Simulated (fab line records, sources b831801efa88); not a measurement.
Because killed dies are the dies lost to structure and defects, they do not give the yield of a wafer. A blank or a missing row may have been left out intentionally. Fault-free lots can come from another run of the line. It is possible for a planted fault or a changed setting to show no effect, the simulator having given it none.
fab line records ; flow sky130
record: lots: 6; wafers: 18; last-day: 50
route steps=708 shown VIA1@467 METAL2@483 PAD_OPEN@708
lots that met no fault: taken from a fault-free run of the same line
start-h: hours from the record's first day to the start of the lot's first wafer shown ; wait-h: hours elapsed since this lot's preceding step ; " same as the row above ; L1.1+2: one row covering several wafers at once ; - no value present, or no start provided ; * or withheld: withheld ; < > ~ a bound
route shown NAME@n: NAME is a module with steps in the file, n the number in the route of the first one ; usual: mean and standard deviation over wafers with no fault ; same: alike in all rows ; chamber/n: place in a boat ; sites: per-site readings ; _std_site: standard deviation across them ; _edge_site: outer sites' mean less inner sites' ; radius-mm: for every site, how far away it sits from the centre of the wafer ; mask NAME#n: copy n ; behind: the tool/chamber that last shaped the wafer ; hold: what put the lot on hold/how long, in hours/how the hold closed ; device: transistor that didn't switch, given as n, p or np ; end of line: at the end of the route, the tests of the same wafers ; a step with no rows: only its recipe ; killed: not the wafer's yield, but the dies lost to structure and defects at the first sort ; map: a wafer's dies, marking killed ones x, the rest . and places with no die _
set.NAME: the setting as run; set.NAME@STEP: as run at that earlier step ; model.NAME: the simulator's own value behind a step, which no gauge read
lots at selected steps of the route; one table per step, one row per wafer
services: a tool's chamber out of use, with start hour (start-h, from the record's first day; less than 0 if before it), hours out, and reason
== steps ==
step: SKY_VIA1_EXPOSE_09
recipe: mask-id: VIM; na: 0.8; source-shape: annular; sigma-inner: 0.55; sigma-outer: 0.85; target-cd-nm: 150; dose-mj: 38
step: SKY_VIA1_PEB_10
recipe: peb-temp-c: withheld; peb-time-s: withheld; resist: KrF-thick
step: SKY_VIA1_DEVELOP_11
recipe: develop-time-s: 60; resist: KrF-thick; dev-temp-c: 21
step: SKY_VIA1_CD_MEAS_12
recipe: target-cd-nm: 150
usual: cd-nm: 149.7/1.9
lot.wafer;tool;chamber;start-h;wait-h;cd-nm
L894.1;cd-sem-02;-;787.65;-;147.9
L894.3;cd-sem-02;-;787.65;-;148.5
L894.5;cd-sem-02;-;787.65;-;147.8
L895.2;cd-sem-01;-;798.55;-;146.9
L895.3;cd-sem-01;-;798.55;-;146.4
L895.5;cd-sem-01;-;798.55;-;147.6
L897.3;cd-sem-01;-;819.64;-;148.4
L897.4;cd-sem-01;-;819.64;-;150.0
L897.5;cd-sem-01;-;819.64;-;150.0
L898.2;cd-sem-01;-;826.07;-;150.3
L898.3;cd-sem-01;-;826.07;-;152.3
L898.4;cd-sem-01;-;826.07;-;154.4
L913.1;cd-sem-01;-;941.20;-;151.5
L913.4;cd-sem-01;-;941.20;-;150.1
L913.6;cd-sem-01;-;941.20;-;147.9
L915.1;cd-sem-02;-;957.80;-;148.5
L915.4;cd-sem-02;-;957.80;-;149.0
L915.6;cd-sem-02;-;957.80;-;150.0
step: SKY_VIA1_OVL_MEAS_13
usual: VIA1_OVL: 1/6.1
lot.wafer;tool;chamber;start-h;wait-h;VIA1_OVL[nm]
L894.1;overlay-02;-;787.77;0.1;-6
L894.3;overlay-02;-;787.77;0.1;-3
L894.5;overlay-02;-;787.77;0.1;-11
L895.2;overlay-01;-;798.66;0.1;-4
L895.3;overlay-01;-;798.66;0.1;2
L895.5;overlay-01;-;798.66;0.1;3
L897.3;overlay-02;-;819.73;0.1;4
L897.4;overlay-02;-;819.73;0.1;8
L897.5;overlay-02;-;819.73;0.1;2
L898.2;overlay-01;-;826.17;0.1;-2
L898.3;overlay-01;-;826.17;0.1;7
L898.4;overlay-01;-;826.17;0.1;-1
L913.1;overlay-02;-;941.32;0.1;-5
L913.4;overlay-02;-;941.32;0.1;-1
L913.6;overlay-02;-;941.32;0.1;-9
L915.1;overlay-02;-;957.92;0.1;-8
L915.4;overlay-02;-;957.92;0.1;-4
L915.6;overlay-02;-;957.92;0.1;-6
step: SKY_VIA1_ETCH_14
recipe: chemistry: N2/H2; target: BARC; ion-energy-ev: 200; source-w: 500; bias-w: 100; pressure-mtorr: 30; n2-flow-sccm: 100; h2-flow-sccm: 200; stop-on: SiO2; time-s: 45.9; target-depth-a: 600
usual: drypump-motor-current-A: 6.1/0.47; oes-product-au: 0.855/0.005; throttle-valve-pct: 13.224/0.0091
lot.wafer;tool;chamber;start-h;wait-h;drypump-motor-current-A;oes-product-au;rf-hours-counter-h;throttle-valve-pct
L894.1;rie-diel-03;0;787.80;0.0;6.6;0.851;5;13.215
L894.3;rie-diel-03;3;787.80;0.0;5.4;0.848;14;13.239
L894.5;rie-diel-03;0;787.80;0.0;6.5;0.865;-;13.218
L895.2;rie-diel-03;1;798.69;0.0;6.6;0.854;8;13.219
L895.3;rie-diel-03;3;798.69;0.0;5.4;0.856;14;13.229
L895.5;rie-diel-03;2;798.69;0.0;5.6;0.850;-;13.223
L897.3;rie-diel-01;0;819.75;0.0;6.1;0.856;4;13.224
L897.4;rie-diel-01;1;819.75;0.0;6.4;0.858;1;13.224
L897.5;rie-diel-01;3;819.75;0.0;6.6;0.850;-;13.223
L898.2;rie-diel-04;1;826.20;0.0;5.7;0.861;5;13.229
L898.3;rie-diel-04;0;826.20;0.0;6.0;0.857;5;13.217
L898.4;rie-diel-04;3;826.20;0.0;6.3;0.854;17;13.232
L913.1;rie-diel-01;0;941.35;0.0;6.1;0.862;7;13.222
L913.4;rie-diel-01;3;941.35;0.0;6.6;0.860;5;13.231
L913.6;rie-diel-01;1;941.35;0.0;6.4;0.855;-;13.229
L915.1;rie-diel-04;3;957.95;0.0;6.3;0.857;22;13.215
L915.4;rie-diel-04;0;957.95;0.0;6.0;0.854;9;13.228
L915.6;rie-diel-04;0;957.95;0.0;6.0;0.862;-;13.236
step: SKY_VIA1_ETCH_15
recipe: target: SiO2; chemistry: C4F8/O2/Ar; target-depth-nm: 351; stop-on: TiN; mask-material: KrF-thick; source-w: 1500; bias-w: 1200; pressure-mtorr: 40; c4f8-flow-sccm: withheld; O2_flow_sccm: 6; Ar_flow_sccm: 300; time-s: 54
usual: oes-product-au: 0.980/0.0058
lot.wafer;tool;chamber;start-h;wait-h;oes-product-au;rf-hours-counter-h
L894.1;rie-diel-03;0;787.85;0.0;0.978;5
L894.3;rie-diel-03;3;787.85;0.0;0.973;14
L894.5;rie-diel-03;0;787.85;0.0;0.979;-
L895.2;rie-diel-03;1;798.73;0.0;0.976;8
L895.3;rie-diel-03;3;798.73;0.0;0.965;14
L895.5;rie-diel-03;2;798.73;0.0;0.974;-
L897.3;rie-diel-01;0;819.80;0.0;0.986;4
L897.4;rie-diel-01;1;819.80;0.0;0.988;1
L897.5;rie-diel-01;3;819.80;0.0;0.990;-
L898.2;rie-diel-04;1;826.25;0.0;0.969;5
L898.3;rie-diel-04;0;826.25;0.0;0.977;5
L898.4;rie-diel-04;3;826.25;0.0;0.973;17
L913.1;rie-diel-01;0;941.40;0.0;0.979;7
L913.4;rie-diel-01;3;941.40;0.0;0.989;5
L913.6;rie-diel-01;1;941.40;0.0;0.976;-
L915.1;rie-diel-04;3;958.00;0.0;0.985;22
L915.4;rie-diel-04;0;958.00;0.0;0.989;9
L915.6;rie-diel-04;0;958.00;0.0;0.977;-
step: SKY_VIA1_STRIP_16
recipe: chemistry: O2/N2; power-w: 1400; pressure-mtorr: 1500; platen-temp-c: withheld; o2-flow-sccm: 3000; n2-flow-sccm: 300; overash-fraction: 0.5
usual: drypump-motor-current-A: 5.9/0.41; oes-product-au: 0.416/0.0044; strip-time-to-endpoint-s: 4.469/0.023
lot.wafer;tool;chamber;start-h;wait-h;drypump-motor-current-A;oes-product-au;rf-hours-counter-h;strip-time-to-endpoint-s
L894.1;plasma-asher-04;1;787.89;0.0;5.5;0.414;4;4.473
L894.3;plasma-asher-04;0;787.89;0.0;5.3;0.421;-;4.485
L894.5;plasma-asher-04;0;787.89;0.0;5.3;0.417;-;4.493
L895.2;plasma-asher-02;0;798.78;0.0;5.9;0.417;99;4.476
L895.3;plasma-asher-02;0;798.78;0.0;6.0;0.425;-;4.484
L895.5;plasma-asher-02;1;798.78;0.0;6.2;0.414;-;4.477
L897.3;plasma-asher-02;0;819.88;0.1;5.9;0.422;-;4.442
L897.4;plasma-asher-02;1;819.88;0.1;6.2;0.415;-;4.472
L897.5;plasma-asher-02;0;819.88;0.1;5.9;0.413;-;4.435
L898.2;plasma-asher-03;1;826.29;0.0;6.6;0.426;41;4.487
L898.3;plasma-asher-03;1;826.29;0.0;6.5;0.421;-;4.506
L898.4;plasma-asher-03;0;826.29;0.0;6.0;0.416;-;4.461
L913.1;plasma-asher-02;1;941.44;0.0;6.2;0.415;113;4.469
L913.4;plasma-asher-02;0;941.44;0.0;5.9;0.419;-;4.475
L913.6;plasma-asher-02;0;941.44;0.0;5.9;0.411;-;4.450
L915.1;plasma-asher-02;0;958.04;0.0;5.9;0.413;114;4.471
L915.4;plasma-asher-02;0;958.04;0.0;5.9;0.413;-;4.460
L915.6;plasma-asher-02;0;958.04;0.0;5.9;0.415;-;4.475
step: SKY_VIA1_STRIP_17
recipe: chemistry: post-etch-residue-remover; time-s: 1200; temp-c: 72.5
step: SKY_VIA1_CLEAN_18
recipe: chemistry: IPA; time-s: 180; temp-c: 25
step: SKY_VIA1_CLEAN_19
recipe: chemistry: O3/DIW; dry: n2-spin
step: SKY_VIA1_SPUTTER_20
recipe: material: TiN; target-thk-nm: 20; chamber-pressure-pa: 5; power-w: 4000; time-s: 80
usual: chamber-pressure-pa: 5.001/0.0092; throttle-valve-pct: 30.4/0.66
lot.wafer;tool;chamber;start-h;wait-h;chamber-pressure-pa;throttle-valve-pct
L894.1;pvd-sputter-04;-;788.49;0.0;5.002;29.3
L894.3;pvd-sputter-04;-;788.49;0.0;4.985;29.6
L894.5;pvd-sputter-04;-;788.49;0.0;4.994;31.0
L895.2;pvd-sputter-03;-;799.41;0.0;5.011;30.8
L895.3;pvd-sputter-03;-;799.41;0.0;4.999;30.8
L895.5;pvd-sputter-03;-;799.41;0.0;4.999;31.0
L897.3;pvd-sputter-03;-;820.58;0.0;4.984;30.7
L897.4;pvd-sputter-03;-;820.58;0.0;4.991;30.7
L897.5;pvd-sputter-03;-;820.58;0.0;4.993;30.0
L898.2;pvd-sputter-03;-;826.88;0.0;5.014;31.1
L898.3;pvd-sputter-03;-;826.88;0.0;4.993;31.2
L898.4;pvd-sputter-03;-;826.88;0.0;4.998;30.5
L913.1;pvd-sputter-01;-;942.04;0.0;4.992;30.4
L913.4;pvd-sputter-01;-;942.04;0.0;5.002;29.4
L913.6;pvd-sputter-01;-;942.04;0.0;5.003;30.0
L915.1;pvd-sputter-04;-;958.63;0.0;5.002;32.0
L915.4;pvd-sputter-04;-;958.63;0.0;5.001;31.3
L915.6;pvd-sputter-04;-;958.63;0.0;4.982;29.2
step: SKY_VIA1_CVD_21
recipe: material: W; target-thk-nm: 270; time-s: 80.902; temp-c: 400; pressure-torr: 40
usual: heater-power-w: 903/110
lot.wafer;tool;chamber;start-h;wait-h;heater-power-w;since-wet-clean-h;model.W_of_VIA1_CVD_21.thk-nm
L894.1;cvd-w-01;0;788.55;0.0;1000;885;278.8
L894.3;cvd-w-01;0;788.55;0.0;993;-;275
L894.5;cvd-w-01;1;788.55;0.0;764;-;269.2
L895.2;cvd-w-01;0;799.47;0.0;1001;895;137
L895.3;cvd-w-01;0;799.47;0.0;1009;-;135.9
L895.5;cvd-w-01;0;799.47;0.0;1013;-;273.5
L897.3;cvd-w-02;0;820.68;0.1;1004;-;265.5
L897.4;cvd-w-02;1;820.68;0.1;805;-;266.6
L897.5;cvd-w-02;1;820.68;0.1;808;-;267.6
L898.2;cvd-w-01;1;826.95;0.0;773;923;135.4
L898.3;cvd-w-01;0;826.95;0.0;1010;-;140.5
L898.4;cvd-w-01;1;826.95;0.0;768;-;137
L913.1;cvd-w-02;1;942.10;0.0;800;538;270.4
L913.4;cvd-w-02;1;942.10;0.0;825;-;266.7
L913.6;cvd-w-02;0;942.10;0.0;1020;-;268.7
L915.1;cvd-w-02;0;958.70;0.0;1018;555;266.5
L915.4;cvd-w-02;1;958.70;0.0;815;-;265.7
L915.6;cvd-w-02;0;958.70;0.0;1003;-;265
step: SKY_VIA1_RS_MEAS_22
recipe: thk-meas-gauge: four-point-probe; reads: W_of_VIA1_CVD_21+TiN_of_VIA1_SPUTTER_20
usual: VIA1_W_RS: 0.426/0.0057
lot.wafer;tool;chamber;start-h;wait-h;VIA1_W_RS[ohm/sq]
L894.1;film-metro-03;-;788.65;0.1;0.413
L894.3;film-metro-03;-;788.65;0.1;0.418
L894.5;film-metro-03;-;788.65;0.1;0.427
L895.2;film-metro-04;-;799.58;0.1;0.852
L895.3;film-metro-04;-;799.58;0.1;0.860
L895.5;film-metro-04;-;799.58;0.1;0.420
L897.3;film-metro-04;-;820.78;0.1;0.434
L897.4;film-metro-04;-;820.78;0.1;0.431
L897.5;film-metro-04;-;820.78;0.1;0.430
L898.2;film-metro-03;-;827.06;0.1;0.865
L898.3;film-metro-03;-;827.06;0.1;0.831
L898.4;film-metro-03;-;827.06;0.1;0.855
L913.1;film-metro-03;-;942.19;0.1;0.426
L913.4;film-metro-03;-;942.19;0.1;0.432
L913.6;film-metro-03;-;942.19;0.1;0.428
L915.1;film-metro-03;-;958.79;0.1;0.432
L915.4;film-metro-03;-;958.79;0.1;0.432
L915.6;film-metro-03;-;958.79;0.1;0.435
step: SKY_VIA1_THK_MEAS_23
recipe: thk-meas-gauge: xrf; reads: W_of_VIA1_CVD_21
usual: VIA1_W_THK: 268/4.2
lot.wafer;tool;chamber;start-h;wait-h;VIA1_W_THK[nm]
L894.1;film-metro-03;-;788.77;0.1;277
L894.3;film-metro-03;-;788.77;0.1;272
L894.5;film-metro-03;-;788.77;0.1;266
L895.2;film-metro-04;-;799.69;0.1;137
L895.3;film-metro-04;-;799.69;0.1;136
L895.5;film-metro-04;-;799.69;0.1;272
L897.3;film-metro-04;-;820.88;0.1;263
L897.4;film-metro-04;-;820.88;0.1;265
L897.5;film-metro-04;-;820.88;0.1;266
L898.2;film-metro-03;-;827.17;0.1;134
L898.3;film-metro-03;-;827.17;0.1;139
L898.4;film-metro-03;-;827.17;0.1;135
L913.1;film-metro-03;-;942.31;0.1;267
L913.4;film-metro-03;-;942.31;0.1;264
L913.6;film-metro-03;-;942.31;0.1;264
L915.1;film-metro-03;-;958.91;0.1;263
L915.4;film-metro-03;-;958.91;0.1;263
L915.6;film-metro-03;-;958.91;0.1;260
step: SKY_VIA1_CMP_24
recipe: stop-on: SiO2; t-overpolish-s: 15; down-force-psi: 3.5; platen-rpm: 60; target-thk-nm: 0; pad-velocity-m-s: 0.94248
usual: motor-current-A: 10.8/1.4; time-to-endpoint-s: 65.2/2.7
lot.wafer;tool;chamber;start-h;wait-h;motor-current-A;time-to-endpoint-s
L894.3;cmp-01;2;788.83;0.0;10.0;63.3
L894.1;cmp-01;0;788.83;0.0;8.4;69.3
L894.5;cmp-01;2;788.83;0.0;10.0;67.0
L895.3;cmp-02;0;799.74;0.0;13.4;32.7
L895.2;cmp-02;2;799.74;0.0;10.8;33.3
L895.5;cmp-02;1;799.74;0.0;11.1;64.4
L897.4;cmp-01;1;820.97;0.1;11.7;66.2
L897.3;cmp-01;3;820.97;0.1;9.5;67.4
L897.5;cmp-01;1;820.97;0.1;11.2;66.1
L898.3;cmp-01;2;827.22;0.0;10.6;36.5
L898.4;cmp-01;3;827.22;0.0;9.8;34.2
L898.2;cmp-01;1;827.22;0.0;12.5;36.1
L913.1;cmp-01;1;942.47;0.1;11.4;65.3
L913.4;cmp-01;2;942.47;0.1;10.4;60.8
L913.6;cmp-01;3;942.47;0.1;10.2;64.9
L915.4;cmp-02;2;959.07;0.1;10.8;60.5
L915.1;cmp-02;3;959.07;0.1;11.5;60.4
L915.6;cmp-02;1;959.07;0.1;10.4;59.3
step: SKY_METAL2_SPUTTER_00
recipe: material: Ti; target-thk-nm: 15; power-w: 3000; time-s: 10; chamber-pressure-pa: 0.4
usual: chamber-pressure-pa: 0.4000/0.00076; throttle-valve-pct: 30.0/0.66
lot.wafer;tool;chamber;start-h;wait-h;chamber-pressure-pa;throttle-valve-pct
L894.1;pvd-sputter-01;-;789.13;0.1;0.3989;30.6
L894.3;pvd-sputter-01;-;789.13;0.1;0.4008;29.4
L894.5;pvd-sputter-01;-;789.13;0.1;0.3988;30.5
L895.2;pvd-sputter-04;-;800.04;0.1;0.3987;29.4
L895.3;pvd-sputter-04;-;800.04;0.1;0.3997;31.3
L895.5;pvd-sputter-04;-;800.04;0.1;0.4008;31.8
L897.3;pvd-sputter-04;-;821.22;0.1;0.3987;31.8
L897.4;pvd-sputter-04;-;821.22;0.1;0.3997;31.0
L897.5;pvd-sputter-04;-;821.22;0.1;0.4008;29.3
L898.2;pvd-sputter-01;-;827.52;0.1;0.3992;29.3
L898.3;pvd-sputter-01;-;827.52;0.1;0.3996;30.1
L898.4;pvd-sputter-01;-;827.52;0.1;0.3995;30.5
L913.1;pvd-sputter-04;-;942.67;0.1;0.3998;31.3
L913.4;pvd-sputter-04;-;942.67;0.1;0.4004;31.6
L913.6;pvd-sputter-04;-;942.67;0.1;0.3993;31.4
L915.1;pvd-sputter-01;-;959.27;0.1;0.4004;29.9
L915.4;pvd-sputter-01;-;959.27;0.1;0.4018;29.1
L915.6;pvd-sputter-01;-;959.27;0.1;0.4005;29.2
step: SKY_PAD_OPEN_PROBE_99
usual: defect-limited-yield: 82.2/1.9; killed_at_M0_to_M3: 45/7.3; killed_at_M4_up: 3.1/1.7; killed-at-contacts: 25/5.1; killed-at-front-end: 15/4.5; killed-at-other: 0.3/0.56; killed-dies: 88/9.4; killed-open: 47/6.6; killed-short: 40/6.9; sort_bin_3_pad_short: 0.9/0.46; sort_bin_5_function: 10.5/1.5; sort_bin_6_memory: 6.4/1.1; sort-n-pass: 404/9.4; sort-yield-pct: 82.2/1.9
same: gross-dies: 492; killed-at-back-side: 0; sort_bin_4_leakage[%]: 0; sort_bin_8_speed[%]: 0
lot.wafer;tool;chamber;start-h;wait-h;defect-limited-yield[%];killed_at_M0_to_M3;killed_at_M4_up;killed-at-contacts;killed-at-front-end;killed-at-other;killed-dies;killed-open;killed-short;sort_bin_3_pad_short[%];sort_bin_5_function[%];sort_bin_6_memory[%];sort-n-pass;sort-yield-pct[%]
L895.2;prober-02;-;1080.30;0.1;82.9;44;4;25;11;0;84;38;44;0.6;10.0;6.5;408;82.9
L895.3;prober-02;-;1080.35;0.2;76.8;66;4;27;17;0;114;65;49;1.0;16.1;6.1;378;76.8
L895.5;prober-02;-;1080.45;0.2;82.1;42;2;27;17;0;88;36;51;1.6;10.0;6.3;404;82.1
L897.3;prober-02;-;1095.12;0.2;84.6;36;1;21;18;0;76;39;37;0.4;9.3;5.7;416;84.6
L897.4;prober-02;-;1095.17;0.2;81.7;52;1;29;8;0;90;56;34;0.6;11.4;6.3;402;81.7
L897.5;prober-02;-;1095.22;0.2;82.1;49;3;26;10;0;88;43;45;1.4;7.9;8.5;404;82.1
L898.2;prober-01;-;1101.51;0.1;80.5;50;2;33;11;0;96;50;46;2.0;10.2;7.3;396;80.5
L898.3;prober-01;-;1101.56;0.2;82.5;45;3;17;21;0;86;48;38;0.6;10.4;6.5;406;82.5
L898.4;prober-01;-;1101.61;0.2;84.3;44;3;22;8;0;77;43;34;0.4;10.6;4.7;415;84.3
L913.1;prober-01;-;1187.10;0.1;82.9;43;0;24;16;1;84;50;34;0.4;11.4;5.3;408;82.9
L913.4;prober-01;-;1187.25;0.2;82.9;48;3;24;8;1;84;36;47;0.8;10.0;6.3;408;82.9
L913.6;prober-01;-;1187.35;0.2;83.3;44;4;22;12;0;82;40;42;0.8;9.6;6.3;410;83.3
killed by level:class
L895.2 CONTACT:geometric-particle:open=10 VIA1:geometric-particle:open=10 METAL1:geometric-particle:short=7 POLY_GATE:geometric-particle:short=6 CONTACT:geometric-particle:short=5 LI_CONTACT:geometric-particle:open=4 VIA1:geometric-particle:short=4 METAL2:geometric-particle:short=4
L895.3 VIA1:geometric-particle:open=20 METAL2:geometric-particle:short=11 VIA2:geometric-particle:open=10 VIA3:geometric-particle:open=10 CONTACT:geometric-particle:short=8 CONTACT:geometric-particle:open=8 LOCAL_INTERCONNECT:geometric-particle:short=6 FIELD_ISO:geometric-particle:open=4
L895.5 CONTACT:geometric-particle:open=11 VIA1:geometric-particle:short=9 VIA1:geometric-particle:open=9 VIA2:geometric-particle:open=7 CONTACT:geometric-particle:short=6 FIELD_ISO:geometric-particle:short=5 POLY_GATE:geometric-particle:short=5 LI_CONTACT:geometric-particle:short=5
L897.3 VIA3:geometric-particle:open=9 CONTACT:geometric-particle:open=8 FIELD_ISO:geometric-particle:short=7 METAL2:geometric-particle:short=6 LI_CONTACT:geometric-particle:open=5 CONTACT:geometric-particle:short=5 METAL1:geometric-particle:short=4 POLY_GATE:geometric-particle:short=3
L897.4 CONTACT:geometric-particle:open=12 VIA3:geometric-particle:open=12 VIA2:geometric-particle:open=8 LI_CONTACT:geometric-particle:open=7 VIA1:geometric-particle:short=7 VIA1:geometric-particle:open=6 METAL2:geometric-particle:short=5 CONTACT:geometric-particle:short=5
L897.5 CONTACT:geometric-particle:open=11 VIA1:geometric-particle:open=11 METAL2:geometric-particle:short=9 CONTACT:geometric-particle:short=7 VIA3:geometric-particle:open=7 VIA1:geometric-particle:short=6 VIA3:geometric-particle:short=6 FIELD_ISO:geometric-particle:short=4
L898.2 LI_CONTACT:geometric-particle:open=12 VIA1:geometric-particle:open=9 CONTACT:geometric-particle:open=8 VIA3:geometric-particle:open=8 VIA1:geometric-particle:short=7 METAL2:geometric-particle:short=6 METAL1:geometric-particle:short=5 CONTACT:geometric-particle:short=5
L898.3 VIA1:geometric-particle:open=13 POLY_GATE:geometric-particle:open=8 VIA2:geometric-particle:open=7 FIELD_ISO:geometric-particle:short=5 METAL1:geometric-particle:short=5 METAL2:geometric-particle:short=5 VIA3:geometric-particle:open=5 LI_CONTACT:geometric-particle:short=4
L898.4 CONTACT:geometric-particle:open=13 VIA1:geometric-particle:open=9 VIA3:geometric-particle:open=9 METAL2:geometric-particle:short=6 VIA1:geometric-particle:short=4 VIA2:geometric-particle:short=4 VIA2:geometric-particle:open=4 FIELD_ISO:geometric-particle:short=3
L913.1 CONTACT:geometric-particle:open=12 POLY_GATE:geometric-particle:open=10 VIA1:geometric-particle:open=8 METAL1:geometric-particle:short=7 VIA3:geometric-particle:open=7 LI_CONTACT:geometric-particle:open=5 METAL3:geometric-particle:short=5 VIA2:geometric-particle:short=4
L913.4 VIA1:geometric-particle:open=11 CONTACT:geometric-particle:open=8 VIA2:geometric-particle:open=7 METAL1:geometric-particle:short=6 METAL3:geometric-particle:short=6 LI_CONTACT:geometric-particle:open=5 CONTACT:geometric-particle:short=5 METAL2:geometric-particle:short=5
L913.6 VIA1:geometric-particle:open=10 CONTACT:geometric-particle:open=8 VIA3:geometric-particle:open=8 VIA1:geometric-particle:short=6 CONTACT:geometric-particle:short=6 METAL3:geometric-particle:short=6 METAL2:geometric-particle:short=5 FIELD_ISO:geometric-particle:short=4
== services ==
tool;chamber;start-h;hours;kind
rie-diel-01;2;772.59;9.4;repair
rie-diel-01;-;773.07;4.3;pm
cmp-01;-;795.19;0.7;repair
cmp-01;-;795.73;1.3;repair
pvd-sputter-01;-;802.57;3.0;repair
rie-diel-04;-;823.08;2.8;pm
plasma-asher-02;-;823.26;0.6;repair
rie-diel-04;0;828.52;2.5;repair
pvd-sputter-01;-;829.93;3.7;repair
rie-diel-04;2;835.11;3.0;repair
rie-diel-01;3;852.59;22.6;repair
rie-diel-03;2;868.47;3.2;repair
plasma-asher-02;-;872.13;4.0;repair
rie-diel-04;1;875.24;8.5;repair
rie-diel-01;1;882.89;10.8;repair
rie-diel-03;-;895.36;1.1;repair
cmp-01;-;911.84;3.5;repair
cmp-01;-;915.38;4.0;pm
rie-diel-04;0;919.99;4.1;repair
cmp-01;-;923.43;2.0;repair
cmp-01;-;925.44;12.0;pm
rie-diel-04;3;932.55;7.1;repair
rie-diel-01;1;956.09;9.2;repair
cmp-01;-;957.73;1.6;repair
== key ==
first-sign: step: SKY_VIA1_RS_MEAS_22; reading: VIA1_W_RS; direction: up; sigmas: 74; usual: 0.426; struck: 0.852
effect: step: SKY_VIA1_THK_MEAS_23; reading: VIA1_W_THK; direction: down; sigmas: 31; usual: 268; struck: 137
effect: step: SKY_VIA1_CMP_24; reading: time-to-endpoint-s; direction: down; sigmas: 12; usual: *; struck: *
model-effect: step: SKY_VIA1_CVD_21; value: W_of_VIA1_CVD_21.thk-nm; without: 272.4; struck: 137.2
met-at SKY_VIA1_CVD_21
struck-wafers L895.2,L895.3,L898.2,L898.3,L898.4
onset-between 788.55 799.47
fault: kind: process-parameter-drift; tool: cvd-w-01; chamber: -; onset-h: 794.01; steps: SKY_VIA1_CVD_21; channel: target-thk-nm; offset: -134.07; shape: step; end-h: 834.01; scope: struck-wafers-only; acts-in: these-recipes-only; stated: 270
